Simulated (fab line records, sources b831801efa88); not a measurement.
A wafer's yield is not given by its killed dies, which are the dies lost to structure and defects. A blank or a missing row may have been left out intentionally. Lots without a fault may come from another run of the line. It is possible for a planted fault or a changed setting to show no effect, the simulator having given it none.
Struck lot and sound lot, side by side || flow sky130 || 24 out of 708 route steps
Sound: wafers L834.1, L834.2, L834.5. Struck: wafers L837.1, L837.2, L837.5. The cause comes at the end.
Per side, at each step with rows, come the tool, then ch with its chambers, and then its first start. Under that, the readings that differ: sound wafers || struck wafers || difference of the means || sigmas: that difference in standard deviations of wafers without a fault.
alike: same words and numbers on both sides, and readings whose means sit less than 2 such deviations apart. not compared: any withheld reading, any reading some wafer has no value for, any bound like >300 that may hide the same value, and any number with overlapping values for which the record gives no deviation.
The two part at a step that has a row with sigmas, a row that says differs or no value, or rows on one side only. When numbers do not overlap yet have no deviation, they are printed without sigmas and do not part them. A reading missing from all wafers of one side parts the sides only when that side holds two or more wafers.

SKY_LI_CONTACT_SPUTTER_19: material Ti, target thk 20 nm, time 106.37 s.
  struck on pvdSputter-01, day 34 19:40; sound on pvdSputter-01, day 33 16:23
  alike: throttleValvePct
then, 1 step without rows for these wafers: SKY_LI_CONTACT_SPUTTER_20 (material TiN, target thk 20 nm, time 80 s).
SKY_LI_CONTACT_CVD_21: deposits W, target thk 400 nm, time 120.56 s.
  sound on cvdW-01 ch 0,1, day 33 16:31; struck on cvdW-01 ch 0,1, day 34 19:48
  alike: heaterPowerOuterW, heaterPowerW
SKY_LI_CONTACT_RS_MEAS_22: uses a four-point probe to measure.
  struck on filmMetro-03, day 34 19:56; sound on filmMetro-04, day 33 16:38
  alike: LI_CONTACT_W_RS
SKY_LI_CONTACT_THK_MEAS_23: measures by xrf.
  struck on filmMetro-03, day 34 20:03; sound on filmMetro-04, day 33 16:46
  alike: LI_CONTACT_W_THK
SKY_LI_CONTACT_CMP_24: polishes, stops on PSG, t overpolish 20 s, target thk 0 nm.
  sound on cmp-02 ch 1,2,3, day 33 17:01; struck on cmp-01 ch 0,1,3, day 34 20:07
  alike: headPressurePsi, motorCurrentA, overpolishRunS, timeToEndpointS
SKY_LOCAL_INTERCONNECT_SPUTTER_00: material TiN, target thk 100 nm, time 83.3 s.
  struck on pvdSputter-03, day 34 20:25; sound on pvdSputter-04, day 33 17:13
  alike: throttleValvePct
SKY_LOCAL_INTERCONNECT_RS_MEAS_01: uses a four-point probe to measure.
  struck on filmMetro-02, day 34 20:28; sound on filmMetro-02, day 33 17:17
  alike: LOCAL_INTERCONNECT_TIN_RS
SKY_LOCAL_INTERCONNECT_THK_MEAS_02: measures by xrf.
  struck on filmMetro-02, day 34 20:35; sound on filmMetro-02, day 33 17:24
  alike: LOCAL_INTERCONNECT_TIN_THK
then, 3 steps without rows for these wafers: SKY_LOCAL_INTERCONNECT_DEHYDRATE_03 (time 60 s); SKY_LOCAL_INTERCONNECT_HMDS_04 (prime time 60 s); SKY_LOCAL_INTERCONNECT_COAT_05 (resist thk 60 nm).
SKY_LOCAL_INTERCONNECT_COAT_06: resist thk 450 nm.
  sound on lithoTrack-02 ch 0, day 34 06:00; struck on lithoTrack-04 ch 0, day 35 09:00
{"reading": "spinSpeedRpm (rpm)", "sound": "3000.9 2996.1 3001.8", "struck": "2923.5 2924.3 2925.7", "difference": -75.1, "sigmas": -40}
{"reading": "model.KrF-thick_of_LOCAL_INTERCONNECT_COAT_06.thkNm (nm)", "sound": "448 447.2 447.3", "struck": "455.9 456.2 455.4", "difference": "+8.3", "sigmas": ""}
then, 4 steps without rows for these wafers: SKY_LOCAL_INTERCONNECT_SOFTBAKE_07 (time 90 s); SKY_LOCAL_INTERCONNECT_EXPOSE_08 (exposes mask LI1M, target cd 170 nm); SKY_LOCAL_INTERCONNECT_PEB_09; SKY_LOCAL_INTERCONNECT_DEVELOP_10 (develop time 60 s).
SKY_LOCAL_INTERCONNECT_CD_MEAS_11: the cd target is 170 nm.
  struck on cdSem-01, day 35 23:05; sound on cdSem-02, day 34 20:19
  alike: cdNm
SKY_LOCAL_INTERCONNECT_OVL_MEAS_12:
  struck on overlay-01, day 35 23:13; sound on overlay-02, day 34 20:26
{"reading": "LOCAL_INTERCONNECT_OVL (nm)", "sound": "-6 -9 2", "struck": "9 8 8", "difference": "+13", "sigmas": "+2"}
SKY_LOCAL_INTERCONNECT_ETCH_13: etches BARC in N2/H2, stops on SiO2, time 45.9 s, target depth 60 nm.
  sound on rieMetal-01 ch 0,1, day 34 20:28; struck on rieMetal-02 ch 0,1, day 35 23:14
  alike: drypumpMotorCurrentA, oesProductAu, throttleValvePct
  not compared: rfHoursCounterH
SKY_LOCAL_INTERCONNECT_METAL_ETCH_14: etches TiN in Cl2/BCl3, stops on PSG, target depth 110 nm, time 31.4 s.
  sound on rieMetal-01 ch 0,1, day 34 20:32; struck on rieMetal-02 ch 0,1, day 35 23:19
{"reading": "model.KrF-thick_of_LOCAL_INTERCONNECT_COAT_06.thkNm (nm)", "sound": "344.5 345.8 343.7", "struck": "353.1 354.3 353.4", "difference": "+8.9", "sigmas": ""}
  alike: bcl3FlowSccm, drypumpMotorCurrentA, oesProductAu, throttleValvePct
  not compared: rfHoursCounterH
SKY_LOCAL_INTERCONNECT_STRIP_15: strips in O2/N2.
  sound on plasmaAsher-04 ch 0,1, day 34 20:35; struck on plasmaAsher-03 ch 0,1, day 35 23:22
{"reading": "stripTimeToEndpointS (s)", "sound": "4.671 4.697 4.684", "struck": "4.772 4.770 4.775", "difference": "+0.088", "sigmas": "+5"}
  alike: drypumpMotorCurrentA, oesProductAu
  not compared: rfHoursCounterH
then, 2 steps without rows for these wafers: SKY_LOCAL_INTERCONNECT_STRIP_16 (strips in post etch residue remover, time 1200 s); SKY_PAD_OPEN_PROBE_99.

## WHERE THEY PART
Last at SKY_LOCAL_INTERCONNECT_STRIP_15 as far as this record goes, first at SKY_LOCAL_INTERCONNECT_COAT_06.

WHY: whatever the simulator had introduced
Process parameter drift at SKY_LOCAL_INTERCONNECT_COAT_06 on lithoTrack-04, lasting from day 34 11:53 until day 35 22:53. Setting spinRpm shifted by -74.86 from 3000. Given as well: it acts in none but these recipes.
